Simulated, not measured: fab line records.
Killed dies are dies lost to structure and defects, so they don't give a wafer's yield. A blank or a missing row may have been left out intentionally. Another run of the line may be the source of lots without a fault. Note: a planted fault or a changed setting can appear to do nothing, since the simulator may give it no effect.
A lot that was struck, set against a sound lot | flow sky130 | 31 out of 708 route steps
Sound: the wafers L880.1, L880.2, L880.3. The struck wafers were L891.3, L891.5, L891.6. The cause comes at the end.
Each step with rows lists, per side, the tool, then ch with its chambers, then its first start. Under that, the readings that differ: sound wafers | struck wafers | difference of the means | sigmas: that difference in standard deviations of wafers without a fault.
alike: words and numbers the same on both sides, and readings whose means are apart by under 2 such deviations; not compared: readings that were withheld, readings missing a value for some wafer, numbers with overlapping values and no deviation given by the record, and bounds like >300 which may hide the same value.
The two part at a step that has a row with sigmas, a row that says differs or no value, or rows on one side only. Non-overlapping numbers with no deviation appear without sigmas and do not part them. Lack of a reading on every wafer of one side parts them only where that side has two or more wafers.

first, 1 step without rows for these wafers: SKY_NWELL_IMPLANT_13.
SKY_NWELL_STRIP_14: strips in O2/N2.
  sound on plasma-asher-04 ch 0,1, day 5 14:11; struck on plasma-asher-01 ch 0,1, day 8 06:44
  reading                     | sound       | struck      | difference | sigmas
  drypump-motor-current-A (A) | 5.3 6.0 5.3 | 6.7 6.2 6.7 | +1.0       | +2
  alike: o2-flow-sccm, oes-product-au, strip-time-to-endpoint-s
  not compared: rf-hours-counter-h
SKY_NWELL_TW_MEAS_15:
  sound on film-metro-02 at day 5 14:17; struck on film-metro-01 at day 8 06:49
  alike: NWELL_TW
then, 7 steps without rows for these wafers: SKY_NWELL_DEHYDRATE_16 (time 60 s); SKY_NWELL_HMDS_17 (prime time 60 s); SKY_NWELL_COAT_18 (resist thk 3000 nm); SKY_NWELL_SOFTBAKE_19; SKY_NWELL_EXPOSE_20 (exposes mask NWM COMPLEMENT, target cd 840 nm); SKY_NWELL_PEB_21; SKY_NWELL_DEVELOP_22 (develop time 60 s).
SKY_NWELL_OVL_MEAS_23:
  sound on overlay-01 at day 6 08:31; struck on overlay-01 at day 9 03:58
  reading           | sound       | struck         | difference | sigmas
  NWELL_01_OVL (nm) | 1.8 1.2 0.8 | -2.0 -3.7 -1.9 | -3.8       | -3
then, 1 step without rows for these wafers: SKY_NWELL_IMPLANT_24.
SKY_NWELL_STRIP_25: strips in O2/N2.
  sound on plasma-asher-03 ch 0,1, day 6 08:41; struck on plasma-asher-03 ch 0,1, day 9 04:10
  reading                                 | sound             | struck            | difference                    | sigmas
  oes-product-au (a.u.)                   | 0.726 0.716 0.722 | 0.961 0.952 0.962 | +0.237                        | +58
  strip-time-to-endpoint-s (s)            | 37.04 37.04 36.99 | - - -             | no value on the struck wafers |
  model.coat_of_NWELL_COAT_18.thk-nm (nm) | 0 0 0             | 786.7 786.1 785.7 | +786.2                        |
  alike: drypump-motor-current-A, o2-flow-sccm
  not compared: rf-hours-counter-h
SKY_NWELL_TW_MEAS_26:
  sound on film-metro-01 at day 6 08:47; struck on film-metro-02 at day 9 04:16
  alike: NWELL_2_TW
then, 1 step without rows for these wafers: SKY_NWELL_CLEAN_27 (cleans in SC1/SC2, time 150 s).
SKY_NWELL_RTA_28: time 30 s.
  sound on rtp-anneal-01 ch 0, day 6 08:55; struck on rtp-anneal-01 ch 0, day 9 04:26
  alike: lamp-power-pct, wafer_temp_C_max
SKY_NWELL_RS_MEAS_29: a four-point-probe measurement.
  sound on film-metro-02 at day 6 09:01; struck on film-metro-04 at day 9 04:32
  alike: NWELL_RS
SKY_NWELL_RS_MEAS_31: a four-point-probe measurement.
  sound on film-metro-02 at day 6 09:15; struck on film-metro-04 at day 9 04:47
  alike: PWDE_RS
then, 7 steps without rows for these wafers: SKY_VT_ADJUST_HVTP_DEHYDRATE_00 (time 60 s); SKY_VT_ADJUST_HVTP_HMDS_01 (prime time 60 s); SKY_VT_ADJUST_HVTP_COAT_02 (resist thk 1140 nm); SKY_VT_ADJUST_HVTP_SOFTBAKE_03 (time 60 s); SKY_VT_ADJUST_HVTP_EXPOSE_04 (exposes mask HVTPM, target cd 380 nm); SKY_VT_ADJUST_HVTP_PEB_05; SKY_VT_ADJUST_HVTP_DEVELOP_06 (develop time 60 s).
SKY_VT_ADJUST_HVTP_CD_MEAS_07 targets a cd of 380 nm.
  sound on cd-sem-02 at day 7 05:06; struck on cd-sem-01 at day 10 03:27
  alike: cd-nm
SKY_VT_ADJUST_HVTP_OVL_MEAS_08:
  sound on overlay-02 at day 7 05:13; struck on overlay-02 at day 10 03:32
  alike: VT_ADJUST_HVTP_OVL
then, 1 step without rows for these wafers: SKY_VT_ADJUST_HVTP_IMPLANT_09.
SKY_VT_ADJUST_HVTP_STRIP_10: strips in O2/N2.
  sound on plasma-asher-04 ch 0,1, day 7 05:25; struck on plasma-asher-01 ch 0,1, day 10 03:44
  reading                      | sound             | struck            | difference | sigmas
  drypump-motor-current-A (A)  | 5.3 6.0 5.3       | 6.7 6.2 6.7       | +1.0       | +2
  strip-time-to-endpoint-s (s) | 14.18 14.16 14.20 | 25.95 25.98 25.99 | +11.79     | +99 or more
  alike: o2-flow-sccm, oes-product-au
  not compared: rf-hours-counter-h
SKY_VT_ADJUST_HVTP_TW_MEAS_11:
  sound on film-metro-01 at day 7 05:31; struck on film-metro-04 at day 10 03:50
  reading           | sound          | struck   | difference | sigmas
  VT_ADJUST_HVTP_TW | 1345 1339 1342 | 30 31 30 | -1312      | -99 or more
then, 1 step without rows for these wafers: SKY_VT_ADJUST_LVTN_DEHYDRATE_00 (time 60 s).

== WHERE THEY PART ==
At SKY_NWELL_STRIP_14 first; at SKY_VT_ADJUST_HVTP_TW_MEAS_11 last (within this record only).

WHY: whatever the simulator had introduced
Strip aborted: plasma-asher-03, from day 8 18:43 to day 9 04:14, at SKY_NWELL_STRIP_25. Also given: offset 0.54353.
